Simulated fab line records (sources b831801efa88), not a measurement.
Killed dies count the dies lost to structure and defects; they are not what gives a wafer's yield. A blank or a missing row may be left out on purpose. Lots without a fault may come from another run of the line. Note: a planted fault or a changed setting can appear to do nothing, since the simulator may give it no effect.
fab line records	flow sfqLine
record lots=7	wafers=18	lastDay=77
route steps=325 shown I4@177 JJ@178
lots that met no fault: from a run of the same line without faults
startH: hours from the record's first day to the start of the lot's first wafer shown	waitH: how many hours have passed since the lot's step before this one	" same as the row above	L1.1+2: a single row standing in for several wafers	- no value, or no start was given	* or withheld: withheld	< > ~ a bound
route shown NAME@n: a module of which the file shows steps, and the number in the route of the first	usual: average and standard deviation across the fault-free wafers	same: alike in all rows	chamber/n: place in a boat	sites: each site's reading	_std_site: their standard deviation	_edge_site: inner sites' mean taken away from outer sites' mean	radiusMm: for every site, how far away it sits from the centre of the wafer	mask NAME#n: copy n	behind: the tool/chamber that last shaped the wafer	hold: why the lot went on hold/how many hours it stayed there/how the hold came to an end	device: names the non-switching transistor (n, p or np)	end of line: the same wafers' tests at the end of the route	where a step has no rows: the recipe by itself	killed: not the wafer's yield, but the dies lost to structure and defects at the first sort	map: dies across one wafer; x = killed, . = not, _ = none there
set.NAME: setting as actually run; set.NAME@STEP: the setting as run at that earlier step	model.NAME: the simulator's own value behind a step, which no gauge read
lots seen at some steps along the route; tables by step, rows by wafer
services: a tool's chamber out of use, with start hour (startH, from the record's first day; less than 0 if before it), hours out, and reason
## steps
# step SFQ_TRILAYER_I4_VIA_STRIP_SOLV_CLEAN_108
# recipe chemistry=NMP	tempC=70	timeS=600
# step SFQ_TRILAYER_JJ_TRILAYER_DEP_PRE_CLEAN_113
# recipe gas=Ar	timeS=22.5	biasV=250
# step SFQ_TRILAYER_JJ_TRILAYER_DEP_SPUTTER_109
# recipe material=Nb	basePressurePa=1.33e-06	chamberPressurePa=0.1333	substrateTempC=20	targetThkNm=150	powerW=2000	timeS=100
# usual throttleValvePct=29.9/0.79
lot.wafer	tool	chamber	startH	waitH	throttleValvePct
L124.1	pvdSputter-03	-	936.17	0.0	29.2
L124.3	"	-	"	"	29.9
L124.5	"	-	"	"	29.3
L128.5	pvdSputter-06	-	960.00	0.0	30.8
L128.6	"	-	"	"	29.3
L131.1	pvdSputter-04	-	978.24	0.0	29.1
L131.6	"	-	"	"	31.5
L134.3	pvdSputter-03	-	999.62	0.0	29.5
L134.5	"	-	"	"	30.0
L141.4	pvdSputter-06	-	1067.54	0.0	29.5
L141.5	"	-	"	"	31.1
L141.6	"	-	"	"	29.0
L143.1	pvdSputter-03	-	1087.35	0.0	30.1
L143.4	"	-	"	"	30.0
L143.6	"	-	"	"	30.0
L145.1	pvdSputter-06	-	1095.90	0.0	29.4
L145.2	"	-	"	"	29.1
L145.3	"	-	"	"	31.1
# step SFQ_TRILAYER_JJ_TRILAYER_DEP_SPUTTER_110
# recipe material=Al	basePressurePa=1.33e-06	targetThkNm=8	powerW=500	timeS=10	chamberPressurePa=0.4
# usual throttleValvePct=30.0/0.8
lot.wafer	tool	chamber	startH	waitH	throttleValvePct
L124.1	pvdSputter-03	-	936.25	0.0	29.5
L124.3	"	-	"	"	30.0
L124.5	"	-	"	"	29.1
L128.5	pvdSputter-06	-	960.05	0.0	30.9
L128.6	"	-	"	"	29.1
L131.1	pvdSputter-04	-	978.31	0.0	28.9
L131.6	"	-	"	"	31.5
L134.3	pvdSputter-03	-	999.70	0.0	29.8
L134.5	"	-	"	"	29.9
L141.4	pvdSputter-06	-	1067.61	0.0	29.2
L141.5	"	-	"	"	31.3
L141.6	"	-	"	"	29.3
L143.1	pvdSputter-03	-	1087.43	0.0	29.7
L143.4	"	-	"	"	29.9
L143.6	"	-	"	"	29.8
L145.1	pvdSputter-06	-	1095.98	0.0	29.4
L145.2	"	-	"	"	29.2
L145.3	"	-	"	"	31.0
# step SFQ_TRILAYER_JJ_TRILAYER_DEP_AL_OXIDATION_111
# recipe pressureMbar=0.014667	oxidationTimeS=600	temperatureK=293
# step SFQ_TRILAYER_JJ_TRILAYER_DEP_SPUTTER_112
# recipe material=Nb	basePressurePa=1.33e-06	chamberPressurePa=0.1333	substrateTempC=20	targetThkNm=170	powerW=2000	timeS=113.3
# usual throttleValvePct=30.0/0.79
lot.wafer	tool	chamber	startH	waitH	throttleValvePct
L124.1	pvdSputter-03	-	937.40	0.6	29.5
L124.3	"	-	"	"	29.8
L124.5	"	-	"	"	29.3
L128.5	pvdSputter-06	-	961.10	0.0	30.7
L128.6	"	-	"	"	29.6
L131.1	pvdSputter-04	-	979.34	0.5	29.1
L131.6	"	-	"	"	31.4
L134.3	pvdSputter-03	-	1000.72	0.5	29.8
L134.5	"	-	"	"	29.7
L141.4	pvdSputter-06	-	1068.63	0.5	29.4
L141.5	"	-	"	"	31.1
L141.6	"	-	"	"	29.1
L143.1	pvdSputter-03	-	1088.45	0.5	30.0
L143.4	"	-	"	"	29.9
L143.6	"	-	"	"	29.7
L145.1	pvdSputter-06	-	1097.00	0.5	29.4
L145.2	"	-	"	"	29.1
L145.3	"	-	"	"	31.0
# step SFQ_JJ_RS_MEAS_929
# recipe thkMeasGauge=four-point-probe	reads=Nb_of_TRILAYER_JJ_TRILAYER_DEP_SPUTTER_112
# usual JJ_NB_RS=1.051/0.013
lot.wafer	tool	chamber	startH	waitH	JJ_NB_RS[ohm/sq]
L124.1	filmMetro-02	-	937.49	0.0	1.061
L124.3	"	-	"	"	1.079
L124.5	"	-	"	"	1.077
L128.5	filmMetro-03	-	961.22	0.1	1.039
L128.6	"	-	"	"	1.039
L131.1	filmMetro-03	-	979.55	0.2	1.038
L131.6	"	-	"	"	1.057
L134.3	filmMetro-02	-	1000.84	0.1	1.043
L134.5	"	-	"	"	1.049
L141.4	filmMetro-03	-	1068.77	0.1	1.048
L141.5	"	-	"	"	1.054
L141.6	"	-	"	"	1.054
L143.1	filmMetro-01	-	1088.53	0.0	1.018
L143.4	"	-	"	"	1.064
L143.6	"	-	"	"	1.022
L145.1	filmMetro-01	-	1097.08	0.0	1.046
L145.2	"	-	"	"	1.044
L145.3	"	-	"	"	1.046
# step SFQ_TRILAYER_JJ_CE_LITHO_COAT_119
# recipe resist=BARC	spinRpm=3000	resistThkNm=62
# step SFQ_TRILAYER_JJ_CE_LITHO_COAT_114
# recipe resist=KrF	spinRpm=3000	resistThkNm=600
# step SFQ_TRILAYER_JJ_CE_LITHO_SOFTBAKE_118
# recipe tempC=withheld	timeS=withheld	resist=KrF
# step SFQ_TRILAYER_JJ_CE_LITHO_EXPOSE_115
# recipe maskId=J5	na=0.6	sourceShape=conventional	sigmaOuter=0.65	targetCdNm=700	doseMj=14.4
# step SFQ_TRILAYER_JJ_CE_LITHO_PEB_117
# recipe pebTempC=115	pebTimeS=60	resist=KrF
lot.wafer	tool	chamber	startH	waitH
L124.1+3+5	lithoTrack-02	0	969.12	1.0
L128.5+6	lithoTrack-03	0	996.62	0.3
L131.1+6	lithoTrack-03	0	1013.32	1.0
L134.3+5	lithoTrack-03	0	1042.19	0.7
L141.4+5+6	lithoTrack-03	0	1098.66	0.5
L143.1+4+6	lithoTrack-01	0	1110.58	1.0
L145.1+2+3	lithoTrack-02	0	1122.58	1.0
# step SFQ_TRILAYER_JJ_CE_LITHO_DEVELOP_116
# recipe timeS=60	resist=KrF
# step SFQ_JJ_OVL_MEAS_931
# usual J5_OVL=-1/4.9
lot.wafer	tool	chamber	startH	waitH	J5_OVL[nm]
L124.1	overlay-02	-	969.42	0.1	-7
L124.3	"	-	"	"	-9
L124.5	"	-	"	"	-8
L128.5	overlay-01	-	996.84	0.0	5
L128.6	"	-	"	"	4
L131.1	overlay-02	-	1013.62	0.1	1
L131.6	"	-	"	"	-2
L134.3	overlay-02	-	1042.46	0.1	8
L134.5	"	-	"	"	3
L141.4	overlay-01	-	1098.90	0.1	-4
L141.5	"	-	"	"	3
L141.6	"	-	"	"	-6
L143.1	overlay-02	-	1110.88	0.1	6
L143.4	"	-	"	"	-8
L143.6	"	-	"	"	-1
L145.1	overlay-02	-	1122.88	0.1	-6
L145.2	"	-	"	"	-7
L145.3	"	-	"	"	-10
# step SFQ_TRILAYER_JJ_CE_METRO_MEASURE_117
# usual cdNm=700.0/1.5
lot.wafer	tool	chamber	startH	waitH	cdNm
L124.1	cdSem-02	-	969.45	0.0	699.2
L124.3	"	-	"	"	699.8
L124.5	"	-	"	"	699.3
L128.5	cdSem-02	-	997.65	0.8	701.6
L128.6	"	-	"	"	672.1
L131.1	cdSem-01	-	1013.65	0.0	698.9
L131.6	"	-	1014.65	1.0	669.2
L134.3	cdSem-02	-	1042.88	0.4	672.9
L134.5	"	-	"	"	700.9
L141.4	cdSem-01	-	1099.52	0.6	699.8
L141.5	"	-	"	"	700.3
L141.6	"	-	"	"	700.4
L143.1	cdSem-01	-	1110.92	0.0	700.7
L143.4	"	-	"	"	701.0
L143.6	"	-	"	"	701.2
L145.1	cdSem-01	-	1122.92	0.0	699.0
L145.2	"	-	"	"	699.1
L145.3	"	-	"	"	699.3
# step SFQ_TRILAYER_JJ_CE_BARC_OPEN_RIE_150
# recipe maskMaterial=PR	chemistry=O2	targetDepthNm=240	target=BARC	icpW=600	biasW=80	pressureMtorr=10	timeS=80
# usual drypumpMotorCurrentA=5.7/0.42	oesProductAu=0.538/0.0048	rfFwdPowerW=596.5/2
lot.wafer	tool	chamber	startH	waitH	drypumpMotorCurrentA	oesProductAu	rfFwdPowerW	rfHoursCounterH	model.JJ.cdNm
L124.1	rieMetal-04	0	970.65	1.0	6.0	0.537	597.3	82	698.4
L124.3	"	0	"	"	6.0	0.537	595.6	-	699.5
L124.5	"	0	"	"	6.0	0.534	597.2	-	699
L128.5	rieMetal-03	1	998.11	0.3	5.3	0.531	598.3	-	702.9
L128.6	"	0	"	"	5.1	0.533	596.0	-	673.5
L131.1	rieMetal-03	0	1014.85	1.0	5.1	0.535	596.2	90	699.5
L131.6	"	1	"	"	5.3	0.535	601.1	-	669.1
L134.3	rieMetal-02	0	1043.71	0.6	6.3	0.531	599.7	-	672.7
L134.5	"	1	"	"	5.6	0.547	596.1	-	701.1
L141.4	rieMetal-04	0	1100.15	0.4	6.0	0.537	592.4	-	696.2
L141.5	"	0	"	"	6.0	0.536	594.4	-	697.4
L141.6	"	1	"	"	5.8	0.545	595.9	-	703.4
L143.1	rieMetal-04	0	1112.12	1.0	6.0	0.538	597.4	105	698.3
L143.4	"	1	"	"	5.8	0.539	595.6	-	703.9
L143.6	"	0	"	"	6.0	0.541	595.2	-	700
L145.1	rieMetal-04	0	1124.12	1.0	6.0	0.538	592.4	107	696.4
L145.2	"	1	"	"	5.8	0.530	597.6	90	701.8
L145.3	"	1	"	"	5.8	0.536	598.2	-	702.2
# step SFQ_TRILAYER_JJ_CE_ETCH_RIE_118
# recipe target=Nb	stopOn=Al2O3	maskMaterial=PR	taperDeg=13.257	overEtchFrac=0.15	timeS=97.7	chemistry=SF6	targetDepthNm=170	icpW=600	biasW=80	pressureMtorr=10
# usual drypumpMotorCurrentA=5.7/0.42	oesProductAu=0.989/0.008	rfFwdPowerW=596.9/2.1
lot.wafer	tool	chamber	startH	waitH	drypumpMotorCurrentA	oesProductAu	rfFwdPowerW	rfHoursCounterH	model.JJ.cdNm
L124.1	rieMetal-04	0	970.74	0.1	6.0	0.970	596.3	82	699.8
L124.3	"	0	"	"	6.0	0.977	598.2	-	701.3
L124.5	"	0	"	"	6.0	0.976	597.6	-	701.5
L128.5	rieMetal-03	1	998.22	0.1	5.3	0.986	595.4	-	703.9
L128.6	"	0	"	"	5.1	1.005	594.4	-	671.5
L131.1	rieMetal-03	0	1014.94	0.1	5.1	1.004	596.7	90	698.8
L131.6	"	1	"	"	5.3	0.992	596.2	-	670.9
L134.3	rieMetal-02	0	1043.81	0.1	6.3	0.980	595.7	-	674
L134.5	"	1	"	"	5.6	0.978	598.9	-	700.8
L141.4	rieMetal-04	0	1100.25	0.1	6.0	0.994	594.8	-	698.6
L141.5	"	0	"	"	6.0	0.984	595.9	-	699.2
L141.6	"	1	"	"	5.9	0.993	597.5	-	701.6
L143.1	rieMetal-04	0	1112.21	0.1	6.0	0.997	596.2	105	700.7
L143.4	"	1	"	"	5.8	0.985	597.8	-	702.2
L143.6	"	0	"	"	6.0	0.991	596.6	-	702.5
L145.1	rieMetal-04	0	1124.21	0.1	6.0	0.990	598.0	107	699.3
L145.2	"	1	"	"	5.9	0.987	596.0	90	699.8
L145.3	"	1	"	"	5.8	0.998	598.7	-	700.9
# step SFQ_TRILAYER_JJ_ANODIZE_ANODIZE_119
# recipe currentDensityMaCm2=withheld	endCurrentDensityMaCm2=withheld	bathTempC=withheld
## services
tool	chamber	startH	hours	kind
pvdSputter-06	-	914.01	2.9	repair
pvdSputter-03	-	932.82	2.5	repair
rieMetal-03	-	938.81	14.6	pm
cdSem-02	-	958.42	2.3	pm
cdSem-01	-	961.01	9.8	pm
cdSem-02	-	970.81	1.0	pm
cdSem-02	-	988.65	0.5	pm
rieMetal-03	0	1007.35	4.8	repair
pvdSputter-04	0	1020.90	-	consumableReplace:kit
pvdSputter-04	0	1020.90	18.0	scheduledDown
pvdSputter-04	0	1020.90	18.0	ventCycle
cdSem-01	-	1026.26	1.2	pm
pvdSputter-03	-	1042.44	0.5	repair
cdSem-01	-	1050.00	1.1	pm
cdSem-01	-	1057.03	0.9	pm
rieMetal-02	1	1071.68	-	clean
rieMetal-02	1	1071.68	-	consumableReplace:focusRing
rieMetal-02	1	1071.68	17.2	scheduledDown
rieMetal-02	1	1071.68	17.2	ventCycle
cdSem-02	-	1088.41	0.3	pm
pvdSputter-04	-	1101.36	3.4	repair
pvdSputter-06	1	1104.59	-	consumableReplace:kit
pvdSputter-06	1	1104.59	18.0	scheduledDown
pvdSputter-06	1	1104.59	18.0	ventCycle
## key
firstSign step=SFQ_TRILAYER_JJ_CE_METRO_MEASURE_117	reading=cdNm	direction=down	sigmas=20	usual=700.0	struck=671.4
effect none on later readings
modelEffect step=SFQ_TRILAYER_JJ_CE_BARC_OPEN_RIE_150	value=JJ.cdNm	without=701	struck=671.8
modelEffect step=SFQ_TRILAYER_JJ_CE_ETCH_RIE_118	value=JJ.cdNm	without=701.4	struck=672.2
metAt SFQ_TRILAYER_JJ_CE_LITHO_PEB_117
struckWafers L128.6,L131.6,L134.3
rowsEnd L131.6
fault kind=processParameterDrift	tool=lithoTrack-03	chamber=-	onsetH=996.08	steps=SFQ_TRILAYER_JJ_CE_LITHO_PEB_117	channel=pebTimeS	offset=*	shape=step	endH=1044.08	scope=struckWafersOnly	actsIn=*	stated=*
# rowsEnd: these wafers met a further fault down the route, and their rows from its step on are left out
